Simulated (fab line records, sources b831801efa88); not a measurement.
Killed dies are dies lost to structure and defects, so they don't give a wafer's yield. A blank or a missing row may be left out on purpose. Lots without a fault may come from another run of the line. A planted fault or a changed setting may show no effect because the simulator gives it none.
Which tool did it? | flow sky130 | 12 lots, 36 wafers sampled, at 6 steps of a route of 708

WHAT THE GAUGES READ, wafer by wafer
SKY_FIELD_ISO_THK_MEAS_23. Usual: FIELD_ISO_OXIDATION_01_THK 9.90 nm, standard deviation 0.17.
lot  | measured    | on            | FIELD_ISO_OXIDATION_01_THK (nm) | flag
L932 | day 2 09:50 | film_metro-01 | 9.61 9.72 9.67                  |
L933 | day 2 12:13 | film_metro-04 | 10.05 9.85 9.94                 |
L934 | day 2 16:55 | film_metro-04 | 9.83 9.95 9.86                  |
L938 | day 3 13:40 | film_metro-04 | 10.13 10.20 10.05               |
L939 | day 3 21:21 | film_metro-02 | 10.10 10.17 10.12               |
L940 | day 4 02:55 | film_metro-01 | 9.97 10.01 9.97                 |
L941 | day 4 06:35 | film_metro-02 | 9.89 9.99 10.25                 |
L949 | day 6 00:38 | film_metro-02 | 9.80 9.93 9.67                  |
L950 | day 6 03:51 | film_metro-04 | 9.62 9.67 9.73                  |
L953 | day 6 21:49 | film_metro-02 | 9.90 9.75 9.82                  |
L954 | day 7 02:08 | film_metro-01 | 10.08 9.79 9.98                 |
L955 | day 7 13:27 | film_metro-04 | 10.03 10.08 9.98                |

SKY_NWELL_TW_MEAS_15. Usual: NWELL_TW 1822, standard deviation 16.
lot  | measured     | on            | NWELL_TW       | flag
L932 | day 4 16:29  | film_metro-03 | 1833 1840 1834 |
L933 | day 4 20:05  | film_metro-04 | 1833 1835 1839 |
L934 | day 4 23:54  | film_metro-02 | 1798 1803 1809 |
L938 | day 5 23:53  | film_metro-02 | 1793 1796 1800 |
L939 | day 6 08:29  | film_metro-02 | 1810 1815 1807 |
L940 | day 6 13:29  | film_metro-04 | 1820 1818 1817 |
L941 | day 6 19:21  | film_metro-03 | 1852 1839 1830 |
L949 | day 8 16:35  | film_metro-02 | 1795 1797 1795 |
L950 | day 8 22:53  | film_metro-02 | 1802 1804 1800 |
L953 | day 9 14:41  | film_metro-02 | 1795 1801 1800 |
L954 | day 9 21:30  | film_metro-03 | 1818 1819 1822 |
L955 | day 10 20:23 | film_metro-03 | 1825 1820 1823 |

SKY_POLY_GATE_THK_MEAS_21. Usual: POLY_GATE_OXIDATION_THK 4.06 nm, standard deviation 0.075.
lot  | measured     | on            | POLY_GATE_OXIDATION_THK (nm) | flag
L932 | day 16 12:49 | film_metro-03 | 4.01 4.04 3.98               |
L933 | day 16 19:27 | film_metro-01 | 4.01 4.02 4.01               |
L934 | day 17 00:25 | film_metro-02 | 4.16 4.17 4.10               |
L938 | day 18 16:14 | film_metro-03 | 4.08 4.07 4.13               |
L939 | day 19 01:39 | film_metro-01 | 4.13 4.16 4.19               |
L940 | day 19 13:53 | film_metro-02 | 3.99 3.97 4.04               |
L941 | day 19 16:23 | film_metro-01 | 4.07 4.01 4.05               |
L949 | day 22 15:48 | film_metro-02 | 4.01 4.08 4.00               |
L950 | day 23 02:15 | film_metro-02 | 4.06 4.04 4.13               |
L953 | day 24 01:38 | film_metro-03 | 4.07 4.05 4.04               |
L954 | day 24 09:09 | film_metro-01 | 3.93 4.03 3.87               |
L955 | day 25 12:52 | film_metro-02 | 4.06 4.10 4.05               |

SKY_SD_N_RS_MEAS_17: measures by four-point-probe. Usual: SD_P_RS 147.0 ohm/sq, standard deviation 0.3.
lot  | measured     | on            | SD_P_RS (ohm/sq)  | flag
L932 | day 27 21:54 | film_metro-01 | 147.5 147.1 147.0 |
L933 | day 28 03:23 | film_metro-02 | 146.5 146.6 147.0 |
L934 | day 28 09:58 | film_metro-03 | 147.2 147.1 147.2 |
L938 | day 29 23:25 | film_metro-03 | 147.8 148.0 148.6 | OFF
L939 | day 30 11:25 | film_metro-03 | 148.4 148.2 147.5 | OFF
L940 | day 30 17:25 | film_metro-01 | 147.7 148.2 148.3 | OFF
L941 | day 30 20:16 | film_metro-02 | 146.8 147.0 146.8 |
L949 | day 33 11:08 | film_metro-02 | 147.0 146.9 146.8 |
L950 | day 33 21:32 | film_metro-02 | 146.7 147.1 146.8 |
L953 | day 34 22:41 | film_metro-01 | 147.5 147.1 147.6 |
L954 | day 35 01:32 | film_metro-03 | 147.4 147.2 147.2 |
L955 | day 36 13:26 | film_metro-01 | 147.1 146.6 146.8 |

WHICH TOOL RAN EACH LOT (tool, then ch and the chambers of the sampled wafers, then the start)
lot  | SKY_SD_P_IMPLANT_09             | SKY_SD_P_STRIP_10
L932 | implanter-01 ch 0, day 25 11:18 | plasma_asher-04 ch 0,1, day 25 11:26
L933 | implanter-02 ch 0, day 25 15:27 | plasma_asher-04 ch 0,1, day 25 15:36
L934 | implanter-01 ch 0, day 25 22:55 | plasma_asher-03 ch 0,1, day 25 23:04
L938 | implanter-02 ch 0, day 27 14:23 | plasma_asher-03 ch 0,1, day 27 14:30
L939 | implanter-02 ch 0, day 28 01:53 | plasma_asher-01 ch 0,1, day 28 02:01
L940 | implanter-02 ch 0, day 28 08:38 | plasma_asher-01 ch 0,1, day 28 08:46
L941 | implanter-03 ch 0, day 28 11:54 | plasma_asher-01 ch 0,1, day 28 12:03
L949 | implanter-02 ch 0, day 31 04:18 | plasma_asher-03 ch 0,1, day 31 04:26
L950 | implanter-02 ch 0, day 31 15:08 | plasma_asher-01 ch 1, day 31 15:15
L953 | implanter-03 ch 0, day 32 16:23 | plasma_asher-03 ch 0,1, day 32 16:30
L954 | implanter-01 ch 0, day 32 20:38 | plasma_asher-01 ch 0,1, day 32 20:46
L955 | implanter-01 ch 0, day 34 07:30 | plasma_asher-03 ch 0, day 34 07:39
- SKY_SD_P_IMPLANT_09
- SKY_SD_P_STRIP_10: strips in O2/N2.

WHAT THE TOOLS THEMSELVES READ (means of the sampled wafers that have a number; where no wafer has one, the mark that the record gives instead)
SKY_SD_P_STRIP_10. Usual: drypump_motor_current_A 5.6 A, standard deviation 0.36; oes_product_au 0.617 a.u., standard deviation 0.0046; strip_time_to_endpoint_s 17.50 s, standard deviation 0.041.
lot  | tool            | drypump_motor_current_A (A) | oes_product_au (a.u.) | strip_time_to_endpoint_s (s) | flag
L932 | plasma_asher-04 | 5.2                         | 0.621                 | 17.51                        |
L933 | plasma_asher-04 | 5.2                         | 0.620                 | 17.53                        |
L934 | plasma_asher-03 | 5.6                         | 0.615                 | 17.56                        |
L938 | plasma_asher-03 | 5.6                         | 0.620                 | 17.34                        | OFF
L939 | plasma_asher-01 | 5.6                         | 0.616                 | 17.38                        |
L940 | plasma_asher-01 | 5.9                         | 0.623                 | 17.36                        | OFF
L941 | plasma_asher-01 | 5.8                         | 0.615                 | 17.54                        |
L949 | plasma_asher-03 | 5.7                         | 0.617                 | 17.51                        |
L950 | plasma_asher-01 | 6.2                         | 0.612                 | 17.50                        |
L953 | plasma_asher-03 | 5.6                         | 0.617                 | 17.53                        |
L954 | plasma_asher-01 | 5.9                         | 0.622                 | 17.50                        |
L955 | plasma_asher-03 | 5.7                         | 0.617                 | 17.48                        |

THE ANSWER, worked out from the rows above alone
Rule: a lot is off if the mean of its wafers that have a number lies more than 3 standard deviations from the usual mean. A lot without any number at a reading at which 4 lots or more have one is off too. The other lots that the step has rows for count as sound. The gauges are gone through in route order, then the tools' own readings, and for those a lot's mean is taken as printed above. The first step at which some lot is off is used, and at that step the reading that is off furthest; a lot without a number counts as furthest.
Off: L938, L939, L940, at SKY_SD_N_RS_MEAS_17 (SD_P_RS).
A tool fits if, at a process step before that reading, it ran every lot that is off, and no sound lot after the first of them. The gauges at SKY_SD_N_RS_MEAS_17 are tried like those tools. None of those tried fits.

WHAT THE SIMULATOR HAD PUT IN
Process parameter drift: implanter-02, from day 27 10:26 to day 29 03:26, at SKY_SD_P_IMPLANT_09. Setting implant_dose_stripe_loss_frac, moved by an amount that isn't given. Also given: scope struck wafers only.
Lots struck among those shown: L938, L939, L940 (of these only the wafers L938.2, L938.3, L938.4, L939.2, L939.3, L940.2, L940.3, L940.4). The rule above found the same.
